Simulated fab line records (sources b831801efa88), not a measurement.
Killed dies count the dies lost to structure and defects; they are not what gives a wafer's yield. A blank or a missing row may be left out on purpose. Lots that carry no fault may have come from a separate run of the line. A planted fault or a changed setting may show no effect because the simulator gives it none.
A struck lot beside a sound one ; flow sky130 ; 15 out of 708 route steps
Sound: the wafers L476.2, L476.3, L476.6. Struck: wafer L482.5 (left out: L482.1, a lot-mate that was not struck); the cause follows at the end.
At each step with rows: each side's tool, then ch and its chambers, then its first start. Under that, the readings that differ: sound wafers ; struck wafers ; difference of the means ; sigmas: that difference in standard deviations of wafers without a fault.
alike: words and numbers the same on both sides, and readings whose means are apart by under 2 such deviations; not compared: readings that were withheld, readings missing a value for some wafer, numbers with overlapping values and no deviation given by the record, and bounds like >300 which may hide the same value.
Wherever a step has rows on one side only, a row that says differs or no value, or a row with sigmas, the two part there. Numbers that don't overlap but have no deviation are shown without sigmas and don't part them. A reading that every wafer of one side lacks parts them only if that side has two wafers or more.

SKY_METAL2_STRIP_20: strips in O2/N2.
  sound on plasmaAsher-04 ch 0,1, day 36 23:58; struck on plasmaAsher-02 ch 1, day 37 21:28
  alike: drypumpMotorCurrentA, oesProductAu, stripTimeToEndpointS
  not compared: rfHoursCounterH
then, 4 steps without rows for these wafers: SKY_METAL2_STRIP_21 (strips in post etch residue remover, time 1200 s); SKY_METAL2_CLEAN_22 (cleans in IPA, time 180 s); SKY_METAL2_CLEAN_23 (cleans in O3/DIW); SKY_VIA2_HDPCVD_00 (deposits SiO2, target thk 1180 nm, time 196.7 s).
SKY_VIA2_THK_MEAS_01:
  sound on filmMetro-02, day 37 00:45; struck on filmMetro-04, day 37 22:13
  alike: VIA2_HDPCVD_THK
SKY_VIA2_CMP_02: polishes SiO2.
  sound on cmp-02 ch 1,2,3, day 37 00:51; struck on cmp-02 ch 0, day 37 22:17
  alike: edgeZonePressureFrac, headPressurePsi, motorCurrentA, platenRpm, slurryFilterDpKPa
SKY_VIA2_BOW_MEAS_03:
  sound on filmMetro-02, day 37 01:07; struck on filmMetro-02, day 37 22:35
  alike: VIA2_BOW
then, 4 steps without rows for these wafers: SKY_VIA2_DEHYDRATE_04 (time 60 s); SKY_VIA2_HMDS_05 (prime time 60 s); SKY_VIA2_COAT_06 (resist thk 60 nm); SKY_VIA2_COAT_07 (resist thk 450 nm).
SKY_VIA2_SOFTBAKE_08: time 90 s.
  sound on lithoTrack-02 ch 0, day 37 14:00; struck on lithoTrack-03 ch 0, day 38 11:00
reading;sound;struck;difference;sigmas
exhaustPa (Pa);43.5 43.1 46.6;47.0;+2.6;+3
heaterPowerTotalW (W);57.21 57.38 57.46;63.35;+6.00;+55
runLengthS (s);119.63 119.34 119.43;95.58;-23.89;-99 or more
  not compared: plateTempC
then, 1 step without rows for these wafers: SKY_VIA2_EXPOSE_09 (exposes mask VIM2, target cd 200 nm).
-- the record jumps here: 10 days lie between the struck wafers' starts before and after (it left off in module VIA2 and takes up again in module PAD_OPEN, whose first step shown is number 708 of the route) --
SKY_PAD_OPEN_PROBE_99:
  sound on prober-02, day 47 20:23; struck on prober-01, day 48 12:06
  alike: defectLimitedYield, killed_at_M0_to_M3, killed_at_M4_up, killedAtContacts, killedAtFrontEnd, killedAtOther, killedDies, killedOpen, killedShort, sort_bin_3_pad_short, sort_bin_5_function, sort_bin_6_memory, sortNPass, sortYieldPct

WHERE THEY PART
SKY_VIA2_SOFTBAKE_08 only, going by this record. Later steps at which nothing parts them and some readings are alike: SKY_PAD_OPEN_PROBE_99.

WHY: what the simulator had put in
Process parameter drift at SKY_VIA2_SOFTBAKE_08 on lithoTrack-03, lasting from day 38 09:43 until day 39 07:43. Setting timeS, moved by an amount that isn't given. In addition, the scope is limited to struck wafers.
